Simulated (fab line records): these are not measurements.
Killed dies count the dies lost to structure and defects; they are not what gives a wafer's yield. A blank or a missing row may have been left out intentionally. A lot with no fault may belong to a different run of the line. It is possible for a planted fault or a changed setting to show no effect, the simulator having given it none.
Struck lot and sound lot, side by side ; flow sky130 ; 15 steps out of a route of 708
Sound: wafers L103.1, L103.4, L103.5. Struck: wafer L122.4 (L122.2, L122.3, from the same lot, were not struck and are left out); the cause is given at the end.
At each step with rows: each side's tool, then ch and its chambers, then its first start. Under that, the readings that differ: sound wafers ; struck wafers ; difference of the means ; sigmas: that difference in standard deviations of wafers without a fault.
alike: same words and numbers on both sides, and readings whose means sit less than 2 such deviations apart. not compared: any withheld reading, any reading some wafer has no value for, any bound like >300 that may hide the same value, and any number with overlapping values for which the record gives no deviation.
The two part at a step that has a row with sigmas, a row that says differs or no value, or rows on one side only. When numbers do not overlap yet have no deviation, they are printed without sigmas and do not part them. A reading that every wafer of one side lacks parts them only if that side has two wafers or more.

SKY_METAL4_METAL_ETCH_18: etches the open film in Cl2/BCl3, stops on SiO2, target depth 845 nm, time 183.1 s.
  sound on rieMetal-01 ch 0,1, day 42 01:51; struck on rieMetal-03 ch 0, day 46 19:53
reading;sound;struck;difference;sigmas
bcl3FlowSccm (sccm);30.02 29.96 30.02;29.79;-0.21;-2
  alike: drypumpMotorCurrentA, oesProductAu, throttleValvePct
  not compared: rfHoursCounterH
SKY_METAL4_STRIP_19: strips in O2/N2.
  sound on plasmaAsher-01 ch 0,1, day 42 02:02; struck on plasmaAsher-04 ch 1, day 46 20:04
  alike: drypumpMotorCurrentA, oesProductAu, stripTimeToEndpointS
  not compared: rfHoursCounterH
then, 4 steps without rows for these wafers: SKY_METAL4_STRIP_20 (strips in post etch residue remover, time 1200 s); SKY_METAL4_CLEAN_21 (cleans in IPA, time 180 s); SKY_METAL4_CLEAN_22 (cleans in O3/DIW); SKY_VIA4_HDPCVD_00 (deposits SiO2, target thk 1750 nm, time 291.7 s).
SKY_VIA4_THK_MEAS_01:
  sound: filmMetro-03 at day 42 02:48; struck: filmMetro-02 at day 46 20:51
  alike: VIA4_HDPCVD_THK
SKY_VIA4_CMP_02: polishes SiO2.
  sound on cmp-01 ch 1,2, day 42 02:55; struck on cmp-01 ch 2, day 46 21:15
  alike: motorCurrentA
SKY_VIA4_BOW_MEAS_03:
  sound: filmMetro-04 at day 42 03:10; struck: filmMetro-02 at day 46 21:34
  alike: VIA4_BOW
then, 3 steps without rows for these wafers: SKY_VIA4_DEHYDRATE_04 (time 60 s); SKY_VIA4_HMDS_05 (prime time 60 s); SKY_VIA4_COAT_06 (resist thk 1140 nm).
SKY_VIA4_SOFTBAKE_07: time 60 s.
  sound on lithoTrack-03 ch 0, day 42 14:49; struck on lithoTrack-02 ch 0, day 47 07:50
reading;sound;struck;difference;sigmas
runLengthS (s);89.4 89.2 89.2;93.5;+4.2;+14
  alike: plateTempC
then, 1 step without rows for these wafers: SKY_VIA4_EXPOSE_08 (exposes mask VIM4, target cd 800 nm).
-- the record jumps here: 3 days lie between the struck wafers' starts before and after (it left off in module VIA4 and takes up again in module PAD_OPEN, whose first step shown is number 708 of the route) --
SKY_PAD_OPEN_PROBE_99:
  sound: prober-02 at day 46 01:18; struck: prober-01 at day 50 04:53
  alike: defectLimitedYield, killed_at_M0_to_M3, killed_at_M4_up, killedAtContacts, killedAtFrontEnd, killedAtOther, killedDies, killedOpen, killedShort, sort_bin_3_pad_short, sort_bin_5_function, sort_bin_6_memory, sortNPass, sortYieldPct

WHERE THEY PART
Last at SKY_VIA4_SOFTBAKE_07 as far as this record goes, first at SKY_METAL4_METAL_ETCH_18. Later steps at which nothing parts them and some readings are alike: SKY_PAD_OPEN_PROBE_99.

WHY: whatever the simulator had introduced
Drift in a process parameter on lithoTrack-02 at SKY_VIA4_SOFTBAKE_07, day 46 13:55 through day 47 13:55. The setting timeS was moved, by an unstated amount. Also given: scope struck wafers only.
